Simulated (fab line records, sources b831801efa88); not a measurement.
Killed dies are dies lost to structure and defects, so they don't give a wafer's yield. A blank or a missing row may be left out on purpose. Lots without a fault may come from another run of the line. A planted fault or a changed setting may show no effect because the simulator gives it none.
Which tool did it? | flow gf180mcu | 14 lots, 42 wafers sampled, at 6 steps of a route of 602

WHAT THE GAUGES READ, wafer by wafer
GF_SAB_THK_MEAS_01.
lot  | measured     | on            | SAB_CVD_00_THK (nm)
L227 | day 14 19:42 | film_metro-01 | 48.4 49.6 49.8
L228 | day 15 11:15 | film_metro-04 | 49.0 47.2 49.7
L230 | day 15 23:07 | film_metro-01 | 49.2 49.5 49.9
L231 | day 16 04:38 | film_metro-02 | 50.3 50.0 51.0
L232 | day 16 21:22 | film_metro-02 | 48.7 48.2 49.4
L233 | day 17 05:16 | film_metro-01 | 49.4 49.4 50.3
L236 | day 18 05:26 | film_metro-01 | 48.3 47.7 48.4
L241 | day 19 23:43 | film_metro-01 | 48.7 50.0 49.6
L242 | day 20 04:25 | film_metro-01 | 49.7 48.7 51.0
L243 | day 20 15:52 | film_metro-01 | 48.6 49.2 48.6
L244 | day 21 01:29 | film_metro-01 | 49.1 50.0 50.3
L245 | day 21 05:24 | film_metro-01 | 48.3 48.2 49.0
L247 | day 22 01:32 | film_metro-01 | 49.4 50.0 50.8
L248 | day 22 13:10 | film_metro-04 | 50.7 50.1 50.8

GF_CONTACT_THK_MEAS_01.
lot  | measured     | on            | CONTACT_CVD_00_THK (nm)
L227 | day 15 18:07 | film_metro-02 | 301 298 303
L228 | day 16 10:48 | film_metro-04 | 294 296 295
L230 | day 16 22:50 | film_metro-02 | 302 296 295
L231 | day 17 04:46 | film_metro-04 | 305 309 304
L232 | day 17 22:10 | film_metro-02 | 298 295 292
L233 | day 18 06:25 | film_metro-02 | 594 592 600
L236 | day 19 06:35 | film_metro-04 | 303 297 297
L241 | day 21 01:05 | film_metro-04 | 592 599 603
L242 | day 21 06:07 | film_metro-03 | 295 311 301
L243 | day 21 16:25 | film_metro-02 | 306 304 290
L244 | day 22 02:13 | film_metro-04 | 301 302 299
L245 | day 22 06:01 | film_metro-02 | 295 295 299
L247 | day 23 01:00 | film_metro-04 | 297 300 299
L248 | day 23 13:22 | film_metro-03 | 303 297 304

GF_CONTACT_THK_MEAS_26: measures by xrf.
lot  | measured     | on            | CONTACT_W_THK (nm)
L227 | day 16 18:15 | film_metro-03 | 297 302 297
L228 | day 17 11:28 | film_metro-03 | 298 301 297
L230 | day 18 02:48 | film_metro-03 | 295 290 292
L231 | day 18 05:54 | film_metro-03 | 293 298 293
L232 | day 19 00:16 | film_metro-04 | 300 302 300
L233 | day 19 08:39 | film_metro-02 | 301 304 301
L236 | day 20 09:20 | film_metro-03 | 302 299 300
L241 | day 22 02:33 | film_metro-04 | 300 298 300
L242 | day 22 07:41 | film_metro-03 | 303 309 305
L243 | day 22 18:04 | film_metro-02 | 297 303 300
L244 | day 23 03:10 | film_metro-02 | 293 294 294
L245 | day 23 06:15 | film_metro-02 | 296 293 293
L247 | day 24 01:22 | film_metro-04 | 303 307 302
L248 | day 24 13:21 | film_metro-03 | 301 301 301

WHICH TOOL RAN EACH LOT (tool, then ch and the chambers of the sampled wafers, then the start)
lot  | GF_SAB_STRIP_13                      | GF_CONTACT_CVD_00                | GF_CONTACT_ETCH_17
L227 | plasma_asher-02 ch 0,1, day 15 17:20 | hdpcvd-01 ch 0,1,2, day 15 18:04 | rie_diel-01 ch 1,2,3, day 16 18:15 or earlier
L228 | plasma_asher-02 ch 0,1, day 16 09:55 | hdpcvd-01 ch 0,1, day 16 10:46   | rie_diel-03 ch 0,1, day 17 11:28 or earlier
L230 | plasma_asher-01 ch 0,1, day 16 22:05 | hdpcvd-01 ch 1,2, day 16 22:46   | rie_diel-01 ch 1,3, day 18 02:48 or earlier
L231 | plasma_asher-02 ch 0,1, day 17 04:00 | hdpcvd-02 ch 0,1, day 17 04:42   | rie_diel-02 ch 1,2, day 18 05:54 or earlier
L232 | plasma_asher-01 ch 0,1, day 17 21:22 | hdpcvd-01 ch 0,2, day 17 22:07   | rie_diel-01 ch 0,2, day 19 00:16 or earlier
L233 | plasma_asher-01 ch 0,1, day 18 05:19 | hdpcvd-01 ch 0,1,2, day 18 06:10 | rie_diel-02 ch 1,2,3, day 19 08:39 or earlier
L236 | plasma_asher-03 ch 0,1, day 19 05:49 | hdpcvd-01 ch 0,1,2, day 19 06:32 | rie_diel-03 ch 1,2,3, day 20 09:20 or earlier
L241 | plasma_asher-02 ch 0,1, day 21 00:07 | hdpcvd-01 ch 0,1,2, day 21 00:50 | rie_diel-01 ch 1,2,3, day 22 02:33 or earlier
L242 | plasma_asher-01 ch 0,1, day 21 05:22 | hdpcvd-02 ch 0,1,2, day 21 06:04 | rie_diel-01 ch 1,2,3, day 22 07:41 or earlier
L243 | plasma_asher-01 ch 0,1, day 21 15:39 | hdpcvd-02 ch 0,1,2, day 21 16:22 | rie_diel-01 ch 0,2,3, day 22 18:04 or earlier
L244 | plasma_asher-01 ch 0,1, day 22 01:27 | hdpcvd-01 ch 0,1, day 22 02:10   | rie_diel-01 ch 0,1, day 23 03:10 or earlier
L245 | plasma_asher-01 ch 0,1, day 22 05:15 | hdpcvd-01 ch 0,1,2, day 22 05:58 | rie_diel-03 ch 0,1,2, day 23 06:15 or earlier
L247 | plasma_asher-02 ch 0,1, day 23 00:14 | hdpcvd-01 ch 0,1,2, day 23 00:56 | rie_diel-03 ch 1,3, day 24 01:22 or earlier
L248 | plasma_asher-01 ch 0,1, day 23 12:36 | hdpcvd-01 ch 0,1,2, day 23 13:19 | rie_diel-03 ch 1,3, day 24 13:21 or earlier
- GF_SAB_STRIP_13: strips in O2/N2.
- GF_CONTACT_CVD_00: deposits SiO2, target thk 300 nm, time 50 s.
- GF_CONTACT_ETCH_17: etches SiO2 in C4F8/O2/Ar, stops on CoSi2, target depth 860 nm.

WHAT THE TOOLS THEMSELVES READ (means of the sampled wafers that have a number; where no wafer has one, the mark that the record gives instead)
GF_SAB_STRIP_13.
lot  | tool            | drypump_motor_current_A (A) | heater_power_w (W) | oes_product_au (a.u.) | strip_time_to_endpoint_s (s)
L227 | plasma_asher-02 | 6.4                         | 374                | 0.715                 | 12.65
L228 | plasma_asher-02 | 6.3                         | 380                | 0.708                 | 12.63
L230 | plasma_asher-01 | 5.3                         | 382                | 0.708                 | 12.67
L231 | plasma_asher-02 | 6.4                         | 378                | 0.707                 | 12.65
L232 | plasma_asher-01 | 5.1                         | 367                | 0.712                 | 12.63
L233 | plasma_asher-01 | 5.3                         | 382                | 0.712                 | 12.59
L236 | plasma_asher-03 | 6.2                         | 277                | 0.712                 | 12.66
L241 | plasma_asher-02 | 6.3                         | 370                | 0.710                 | 12.62
L242 | plasma_asher-01 | 5.3                         | 382                | 0.710                 | 12.62
L243 | plasma_asher-01 | 5.3                         | 383                | 0.711                 | 12.67
L244 | plasma_asher-01 | 5.3                         | 381                | 0.709                 | 12.64
L245 | plasma_asher-01 | 5.3                         | 381                | 0.706                 | 12.61
L247 | plasma_asher-02 | 6.3                         | 348                | 0.708                 | 12.61
L248 | plasma_asher-01 | 5.1                         | 372                | 0.713                 | 12.56

GF_CONTACT_ETCH_17.
lot  | tool        | oes_product_au (a.u.)
L227 | rie_diel-01 | 0.812
L228 | rie_diel-03 | 0.816
L230 | rie_diel-01 | 0.815
L231 | rie_diel-02 | 0.817
L232 | rie_diel-01 | 0.814
L233 | rie_diel-02 | 0.961
L236 | rie_diel-03 | 0.817
L241 | rie_diel-01 | 0.964
L242 | rie_diel-01 | 0.812
L243 | rie_diel-01 | 0.812
L244 | rie_diel-01 | 0.810
L245 | rie_diel-03 | 0.815
L247 | rie_diel-03 | 0.819
L248 | rie_diel-03 | 0.818

THE ANSWER, worked out from the rows above alone
Rule: what is usual is taken from the lots themselves. Put in order of their means at a reading, lots are off if they are a third of the lots or fewer, leave a main group of 4 or more, and stand apart from it by a gap of 3 or more times the standard deviation of the main group's means; of several such gaps the widest counts. A main group whose means are all the same, to the digits that the tables above print for the reading, isn't used. A lot without any number at a reading at which 4 lots or more have one is off too. The other lots that the step has rows for count as sound. The gauges are gone through in route order, then the tools' own readings, and for those a lot's mean is taken as printed above. The first step at which some lot is off is used, and at that step the reading that is off furthest; a lot without a number counts as furthest.
Off: L233, L241, at GF_CONTACT_THK_MEAS_01 (CONTACT_CVD_00_THK). The main group: mean 299 nm, standard deviation 3.
A tool fits if, at a process step before that reading, it ran every lot that is off, and no sound lot after the first of them. The gauges at GF_CONTACT_THK_MEAS_01 aren't tried: what is off there is off at GF_CONTACT_ETCH_17 too, on other tools, and a gauge's error can't cause that. None of those tried fits.

WHAT THE SIMULATOR HAD PUT IN
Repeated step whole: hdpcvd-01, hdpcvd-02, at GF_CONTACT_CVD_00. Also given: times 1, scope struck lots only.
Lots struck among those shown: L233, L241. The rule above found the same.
